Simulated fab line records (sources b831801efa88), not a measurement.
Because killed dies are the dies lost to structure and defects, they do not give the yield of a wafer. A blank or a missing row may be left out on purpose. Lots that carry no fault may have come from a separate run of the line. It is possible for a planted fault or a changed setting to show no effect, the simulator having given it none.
fab line records	flow sky130
record: lots: 6	wafers: 18	last-day: 50
route steps=708 shown METAL2@503 VIA2@507 PAD_OPEN@708
lots that met no fault: from a run of the same line without faults
start-h: the number of hours between the record's first day and the start of the first shown wafer of the lot	wait-h: time in hours since the lot's previous step	" same as the row above	L1.1+2: a single row standing in for several wafers	- no value, or no start was given	* or withheld: withheld	< > ~ a bound
route shown NAME@n: names a module that has steps shown in the file, with the first one's number in the route	usual: the fault-free wafers' mean and standard deviation	same: alike in all rows	chamber/n: place in a boat	sites: each site's reading	_std_site: standard deviation of those values	_edge_site: inner sites' mean taken away from outer sites' mean	radius-mm: for every site, how far away it sits from the centre of the wafer	mask NAME#n: copy n	behind: the most recent tool/chamber to have shaped the wafer	hold: what put the lot on hold/how long, in hours/how the hold closed	device: which transistor (n, p or np) failed to switch	end of line: the tests these same wafers got at the end of their route	for a step that has no rows: nothing shown but its recipe	killed: dies that structure and defects cost at the first sort, which is not the same as the wafer's yield	map: dies across one wafer; x = killed, . = not, _ = none there
set.NAME: the setting that was run; set.NAME@STEP: the one run at that earlier step	model.NAME: the simulator's own value behind a step, which no gauge read
lots at some steps of the route; a table a step, a row a wafer
services: from which hour (start-h, from the record's first day; less than 0 if before it) a tool's chamber was out of use, for how many hours, and why
== steps ==
step: SKY_METAL2_STRIP_20
recipe: chemistry: O2/N2	power-w: 1400	pressure-mtorr: 1500	platen-temp-c: withheld	o2-flow-sccm: 3000	n2-flow-sccm: 300	overash-fraction: 0.5
usual: drypump-motor-current-A: 5.9/0.4	oes-product-au: 0.343/0.0044	strip-time-to-endpoint-s: 2.70/0.049
lot.wafer	tool	chamber	start-h	wait-h	drypump-motor-current-A	oes-product-au	rf-hours-counter-h	strip-time-to-endpoint-s
L555.1	plasma-asher-03	0	850.87	0.1	6.3	0.344	104	2.80
L555.5	"	1	"	"	6.5	0.346	-	2.71
L555.6	"	0	"	"	6.3	0.349	-	2.79
L557.1	plasma-asher-04	1	866.57	0.1	5.2	0.343	10	2.65
L557.5	"	1	"	"	5.2	0.339	-	2.62
L557.6	"	0	"	"	6.3	0.339	-	2.69
L558.4	plasma-asher-02	0	872.98	0.1	5.7	0.337	-	2.70
L558.5	"	1	"	"	6.1	0.338	-	2.72
L558.6	"	0	"	"	5.7	0.339	-	2.69
L568.3	plasma-asher-02	0	939.55	0.1	5.7	0.347	-	2.68
L568.5	"	1	"	"	6.1	0.349	-	2.66
L568.6	"	0	"	"	5.7	0.345	-	2.71
L573.1	plasma-asher-04	1	979.37	0.1	5.1	0.341	19	2.68
L573.4	"	1	"	"	5.1	0.351	-	2.77
L573.5	"	0	"	"	6.3	0.339	-	2.68
L575.1	plasma-asher-02	1	986.74	0.1	6.1	0.343	60	2.67
L575.5	"	1	"	"	6.1	0.342	-	2.67
L575.6	"	0	"	"	5.7	0.342	-	2.70
step: SKY_METAL2_STRIP_21
recipe: chemistry: post-etch-residue-remover	time-s: 1200	temp-c: 72.5
step: SKY_METAL2_CLEAN_22
recipe: chemistry: IPA	time-s: 180	temp-c: 25
step: SKY_METAL2_CLEAN_23
recipe: chemistry: O3/DIW	dry: n2-spin
step: SKY_VIA2_HDPCVD_00
recipe: material: SiO2	target-thk-nm: 1180	sigma-open-frac: 0.3	time-s: 196.7	temp-c: 400	sih4-flow-sccm: 60	pressure-mtorr: 6
step: SKY_VIA2_THK_MEAS_01
recipe: reads: SiO2_of_VIA2_HDPCVD_00
usual: VIA2_HDPCVD_THK: 1177/15
lot.wafer	tool	chamber	start-h	wait-h	VIA2_HDPCVD_THK[nm]
L555.1	film-metro-04	-	851.59	0.1	1178
L555.5	"	-	"	"	1169
L555.6	"	-	"	"	1170
L557.1	film-metro-04	-	867.29	0.1	1178
L557.5	"	-	"	"	1171
L557.6	"	-	"	"	1169
L558.4	film-metro-04	-	873.74	0.0	1186
L558.5	"	-	"	"	1193
L558.6	"	-	"	"	1203
L568.3	film-metro-02	-	940.32	0.1	1159
L568.5	"	-	"	"	1166
L568.6	"	-	"	"	1152
L573.1	film-metro-03	-	980.12	0.1	1189
L573.4	"	-	"	"	1199
L573.5	"	-	"	"	1194
L575.1	film-metro-03	-	987.46	0.1	1148
L575.5	"	-	"	"	1168
L575.6	"	-	"	"	1180
step: SKY_VIA2_CMP_02
recipe: material: SiO2	down-force-psi: 4	platen-rpm: 60	pad-velocity-m-s: 0.94248
usual: motor-current-A: 12.4/1.1	platen-rpm: 60.00/0.038
lot.wafer	tool	chamber	start-h	wait-h	motor-current-A	platen-rpm
L555.1	cmp-01	2	851.70	0.1	12.3	59.97
L555.6	"	1	"	"	13.1	59.98
L555.5	"	2	"	"	12.8	60.00
L557.1	cmp-01	0	867.50	0.2	12.7	60.01
L557.6	"	1	"	"	12.1	59.97
L557.5	"	2	"	"	12.5	59.98
L558.4	cmp-02	0	873.92	0.2	12.2	59.96
L558.5	"	1	"	"	11.8	60.05
L558.6	"	2	"	"	11.2	59.99
L568.3	cmp-01	0	940.51	0.2	13.5	60.00
L568.5	"	1	"	"	12.3	60.00
L568.6	"	2	"	"	12.0	60.06
L573.1	cmp-02	3	980.18	0.1	9.8	59.95
L573.4	"	1	"	"	12.2	60.08
L573.5	"	0	"	"	13.1	60.01
L575.1	cmp-01	1	987.67	0.2	12.7	59.91
L575.5	"	2	"	"	12.8	59.95
L575.6	"	3	"	"	13.4	60.01
step: SKY_VIA2_BOW_MEAS_03
recipe: mode: bow
usual: VIA2_BOW: 85/7.2
lot.wafer	tool	chamber	start-h	wait-h	VIA2_BOW[um]
L555.1	film-metro-03	-	851.96	0.2	84
L555.5	"	-	"	"	83
L555.6	"	-	"	"	96
L557.1	film-metro-03	-	867.65	0.1	84
L557.5	"	-	"	"	90
L557.6	"	-	"	"	90
L558.4	film-metro-03	-	874.13	0.2	104
L558.5	"	-	"	"	88
L558.6	"	-	"	"	84
L568.3	film-metro-04	-	940.70	0.1	95
L568.5	"	-	"	"	80
L568.6	"	-	"	"	93
L573.1	film-metro-04	-	980.48	0.2	85
L573.4	"	-	"	"	87
L573.5	"	-	"	"	80
L575.1	film-metro-02	-	987.82	0.1	98
L575.5	"	-	"	"	78
L575.6	"	-	"	"	77
step: SKY_VIA2_DEHYDRATE_04
recipe: temp-c: 200	time-s: 60
step: SKY_VIA2_HMDS_05
recipe: prime-time-s: 60	prime-temp-c: 120
step: SKY_VIA2_COAT_06
recipe: resist: BARC	temp-c: withheld	time-s: withheld	spin-rpm: 3000	resist-thk-nm: 60
step: SKY_VIA2_COAT_07
recipe: resist: KrF-thick	spin-rpm: 3000	resist-thk-nm: 450
step: SKY_VIA2_SOFTBAKE_08
recipe: temp-c: 100	time-s: 90	resist: KrF-thick
usual: heater-power-total-W: 57.34/0.12	run-length-s: 119.02/0.15
lot.wafer	tool	chamber	start-h	wait-h	heater-power-total-W	run-length-s
L555.1	litho-track-03	0	864	-	57.25	119.03
L555.5	"	0	"	"	57.20	118.75
L555.6	"	0	"	"	57.29	118.99
L557.1	litho-track-01	0	880	-	57.51	119.10
L557.5	"	0	"	"	57.52	119.31
L557.6	"	0	"	"	57.55	119.09
L558.4	litho-track-02	0	886	-	57.28	118.89
L558.5	"	0	"	"	57.33	119.09
L558.6	"	0	"	"	57.34	118.89
L568.3	litho-track-02	0	953	-	57.29	118.95
L568.5	"	0	"	"	62.69	98.28
L568.6	"	0	"	"	57.17	119.01
L573.1	litho-track-02	0	991	-	62.40	98.44
L573.4	"	0	"	"	57.52	118.88
L573.5	"	0	"	"	62.62	98.57
L575.1	litho-track-03	0	999	-	57.35	118.94
L575.5	"	0	"	"	57.40	118.76
L575.6	"	0	1000	-	57.48	118.84
step: SKY_VIA2_EXPOSE_09
recipe: mask-id: VIM2	na: 0.8	source-shape: annular	sigma-inner: 0.55	sigma-outer: 0.85	target-cd-nm: 200	dose-mj: 38
step: SKY_PAD_OPEN_PROBE_99
usual: defect-limited-yield: 82.4/2	killed_at_M0_to_M3: 43/6.7	killed_at_M4_up: 3.2/2.1	killed-at-contacts: 25/5.9	killed-at-front-end: 16/4.7	killed-at-other: 0.3/0.54	killed-dies: 87/9.8	killed-open: 47/6.7	killed-short: 40/6.5	sort_bin_3_pad_short: 0.9/0.45	sort_bin_5_function: 10.5/1.5	sort_bin_6_memory: 6.2/1.2	sort-n-pass: 405/9.8	sort-yield-pct: 82.4/2
same: gross-dies: 492	killed-at-back-side: 0	sort_bin_4_leakage[%]: 0	sort_bin_8_speed[%]: 0
lot.wafer	tool	chamber	start-h	wait-h	defect-limited-yield[%]	killed_at_M0_to_M3	killed_at_M4_up	killed-at-contacts	killed-at-front-end	killed-at-other	killed-dies	killed-open	killed-short	sort_bin_3_pad_short[%]	sort_bin_5_function[%]	sort_bin_6_memory[%]	sort-n-pass	sort-yield-pct[%]
L555.1	prober-02	-	1101.51	0.1	85.6	36	0	23	12	0	71	44	27	0.4	8.1	5.9	421	85.6
L555.5	prober-02	-	1101.71	0.2	82.7	33	7	32	13	0	85	44	41	0.8	11.2	5.3	407	82.7
L555.6	prober-02	-	1101.76	0.2	82.3	44	5	15	23	0	87	46	41	0.2	9.8	7.7	405	82.3
L557.1	prober-01	-	1114.51	0.1	83.3	42	4	20	16	0	82	47	35	0.2	8.5	7.9	410	83.3
L557.5	prober-01	-	1114.71	0.2	82.7	36	3	26	20	0	85	45	40	0.6	10.6	6.1	407	82.7
L557.6	prober-01	-	1114.76	0.2	80.5	41	4	33	16	2	96	48	48	0.8	13.2	5.5	396	80.5
L558.4	prober-02	-	1119.39	0.2	82.5	43	2	27	14	0	86	45	40	0.6	10.8	6.1	406	82.5
L558.5	prober-02	-	1119.44	0.2	81.9	39	4	22	24	0	89	42	44	1.0	12.2	4.9	403	81.9
L558.6	prober-02	-	1119.49	0.2	83.5	42	1	22	16	0	81	41	38	0.4	10.4	5.7	411	83.5
L568.3	prober-02	-	1171.21	0.2	78.5	61	3	20	22	0	106	55	51	0.6	13.4	7.5	386	78.5
L568.5	prober-02	-	1171.31	0.2	79.3	45	3	26	27	1	102	54	48	0	12.8	7.9	390	79.3
L568.6	prober-02	-	1171.36	0.2	82.3	39	1	32	15	0	87	56	31	0.8	11.0	5.9	405	82.3
L573.1	prober-01	-	1197.75	0.1	81.1	52	2	23	14	2	93	52	40	0.6	10.4	7.9	399	81.1
L573.4	prober-01	-	1197.90	0.2	81.9	41	3	19	26	0	89	39	50	0.6	10.2	7.3	403	81.9
L573.5	prober-01	-	1197.95	0.2	84.6	43	1	15	16	1	76	41	35	0.4	9.3	5.7	416	84.6
L575.1	prober-01	-	1201.83	0.1	81.1	50	3	24	16	0	93	55	37	0.8	9.6	8.5	399	81.1
L575.5	prober-01	-	1202.03	0.2	81.7	42	1	29	18	0	90	52	38	0	9.3	8.9	402	81.7
L575.6	prober-01	-	1202.08	0.2	85.4	42	1	17	12	0	72	44	28	0.2	10.0	4.5	420	85.4
killed by level:class
L555.1 CONTACT:geometric-particle:open=13 VIA1:geometric-particle:open=10 METAL2:geometric-particle:short=5 VIA3:geometric-particle:open=5 VIA2:geometric-particle:short=4 VIA2:geometric-particle:open=4 LI_CONTACT:geometric-particle:short=3 LI_CONTACT:geometric-particle:open=3
L555.5 LI_CONTACT:geometric-particle:open=10 VIA1:geometric-particle:open=9 CONTACT:geometric-particle:open=7 CONTACT:geometric-particle:short=6 POLY_GATE:geometric-particle:short=5 METAL4:geometric-particle:short=5 LOCAL_INTERCONNECT:geometric-particle:short=5 VIA2:geometric-particle:open=5
L555.6 VIA1:geometric-particle:open=10 VIA2:geometric-particle:open=7 VIA3:geometric-particle:open=7 CONTACT:geometric-particle:open=6 FIELD_ISO:geometric-particle:open=5 POLY_GATE:geometric-particle:short=5 LOCAL_INTERCONNECT:geometric-particle:short=5 VIA1:geometric-particle:short=5
L557.1 VIA1:geometric-particle:open=12 CONTACT:geometric-particle:open=8 LI_CONTACT:geometric-particle:open=6 METAL2:geometric-particle:short=6 POLY_GATE:geometric-particle:open=5 VIA2:geometric-particle:open=5 POLY_GATE:geometric-particle:short=4 VIA3:geometric-particle:open=4
L557.5 VIA1:geometric-particle:open=10 LI_CONTACT:geometric-particle:open=7 CONTACT:geometric-particle:short=7 POLY_GATE:geometric-particle:open=6 VIA1:geometric-particle:short=5 LOCAL_INTERCONNECT:geometric-particle:short=4 CONTACT:geometric-particle:open=4 VIA2:geometric-particle:open=4
L557.6 VIA1:geometric-particle:open=14 CONTACT:geometric-particle:open=12 LI_CONTACT:geometric-particle:open=8 LI_CONTACT:geometric-particle:short=6 VIA1:geometric-particle:short=6 FIELD_ISO:geometric-particle:short=5 POLY_GATE:geometric-particle:short=5 METAL1:geometric-particle:short=5
L558.4 VIA1:geometric-particle:open=14 CONTACT:geometric-particle:short=10 METAL1:geometric-particle:short=9 LI_CONTACT:geometric-particle:open=8 CONTACT:geometric-particle:open=4 VIA3:geometric-particle:open=4 FIELD_ISO:geometric-particle:short=3 POLY_GATE:geometric-particle:short=3
L558.5 VIA1:geometric-particle:open=10 LI_CONTACT:geometric-particle:open=9 FIELD_ISO:geometric-particle:short=7 VIA3:geometric-particle:open=7 VIA1:geometric-particle:short=5 LI_CONTACT:geometric-particle:short=5 METAL1:geometric-particle:short=5 POLY_GATE:geometric-particle:short=4
L558.6 LI_CONTACT:geometric-particle:open=8 METAL1:geometric-particle:short=7 VIA1:geometric-particle:short=7 POLY_GATE:geometric-particle:open=6 VIA1:geometric-particle:open=6 VIA3:geometric-particle:open=6 CONTACT:geometric-particle:open=5 LOCAL_INTERCONNECT:geometric-particle:short=4
L568.3 VIA1:geometric-particle:open=16 VIA1:geometric-particle:short=13 FIELD_ISO:geometric-particle:short=8 VIA2:geometric-particle:open=8 LI_CONTACT:geometric-particle:open=7 METAL2:geometric-particle:short=7 FIELD_ISO:geometric-particle:open=6 CONTACT:geometric-particle:open=5
L568.5 CONTACT:geometric-particle:open=13 VIA3:geometric-particle:open=8 METAL1:geometric-particle:short=7 FIELD_ISO:geometric-particle:open=6 POLY_GATE:geometric-particle:short=6 VIA1:geometric-particle:open=6 METAL2:geometric-particle:short=6 FIELD_ISO:geometric-particle:short=5
L568.6 CONTACT:geometric-particle:open=14 VIA1:geometric-particle:open=11 LI_CONTACT:geometric-particle:open=9 VIA3:geometric-particle:short=5 VIA3:geometric-particle:open=4 FIELD_ISO:geometric-particle:open=4 LOCAL_INTERCONNECT:geometric-particle:short=4 METAL2:geometric-particle:short=4
L573.1 VIA1:geometric-particle:open=11 VIA3:geometric-particle:open=10 LI_CONTACT:geometric-particle:open=9 CONTACT:geometric-particle:open=9 METAL2:geometric-particle:short=9 FIELD_ISO:geometric-particle:short=6 VIA1:geometric-particle:short=6 METAL1:geometric-particle:short=5
L573.4 FIELD_ISO:geometric-particle:short=12 VIA3:geometric-particle:open=8 VIA1:geometric-particle:open=7 CONTACT:geometric-particle:open=6 POLY_GATE:geometric-particle:short=5 VIA1:geometric-particle:short=5 VIA3:geometric-particle:short=5 LI_CONTACT:geometric-particle:open=4
L573.5 VIA1:geometric-particle:open=11 METAL2:geometric-particle:short=8 LI_CONTACT:geometric-particle:open=6 CONTACT:geometric-particle:open=5 METAL1:geometric-particle:short=5 FIELD_ISO:geometric-particle:open=4 VIA2:geometric-particle:open=4 VIA3:geometric-particle:open=4
L575.1 VIA1:geometric-particle:open=17 CONTACT:geometric-particle:open=9 FIELD_ISO:geometric-particle:short=7 VIA2:geometric-particle:open=7 LI_CONTACT:geometric-particle:open=6 VIA3:geometric-particle:open=6 VIA1:geometric-particle:short=5 METAL2:geometric-particle:short=5
L575.5 CONTACT:geometric-particle:open=10 POLY_GATE:geometric-particle:open=9 VIA1:geometric-particle:open=9 LI_CONTACT:geometric-particle:open=7 METAL1:geometric-particle:short=7 LOCAL_INTERCONNECT:geometric-particle:short=6 METAL2:geometric-particle:short=6 VIA2:geometric-particle:open=5
L575.6 VIA1:geometric-particle:open=11 LI_CONTACT:geometric-particle:open=8 VIA3:geometric-particle:open=8 CONTACT:geometric-particle:open=5 VIA1:geometric-particle:short=5 POLY_GATE:geometric-particle:short=4 VIA2:geometric-particle:open=3 METAL2:geometric-particle:open=3
== services ==
tool	chamber	start-h	hours	kind
plasma-asher-04	-	889.37	24.5	repair
plasma-asher-03	-	895.55	28.1	pm
cmp-01	-	912.24	4.0	pm
cmp-01	-	916.24	-	consumable-replace:conditioner
cmp-01	-	916.24	-	consumable-replace:pad
litho-track-03	-	933.35	-	consumable-replace:filter
cmp-02	-	957.90	1.1	repair
plasma-asher-03	-	979.28	14.6	pm
cmp-02	-	991.69	18.6	pm
== key ==
first-sign: step: SKY_VIA2_SOFTBAKE_08	reading: run-length-s	direction: down	sigmas: 99+	usual: *	struck: *
effect: step: SKY_VIA2_SOFTBAKE_08	reading: heater-power-total-W	direction: up	sigmas: 43	usual: *	struck: *
met-at SKY_VIA2_SOFTBAKE_08
struck-wafers L568.5,L573.1,L573.5
onset-between 886 953
fault: kind: process-parameter-drift	tool: litho-track-02	chamber: -	onset-h: 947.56	steps: SKY_VIA2_SOFTBAKE_08	channel: time-s	offset: *	shape: step	end-h: 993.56	scope: struck-wafers-only	acts-in: *	stated: *
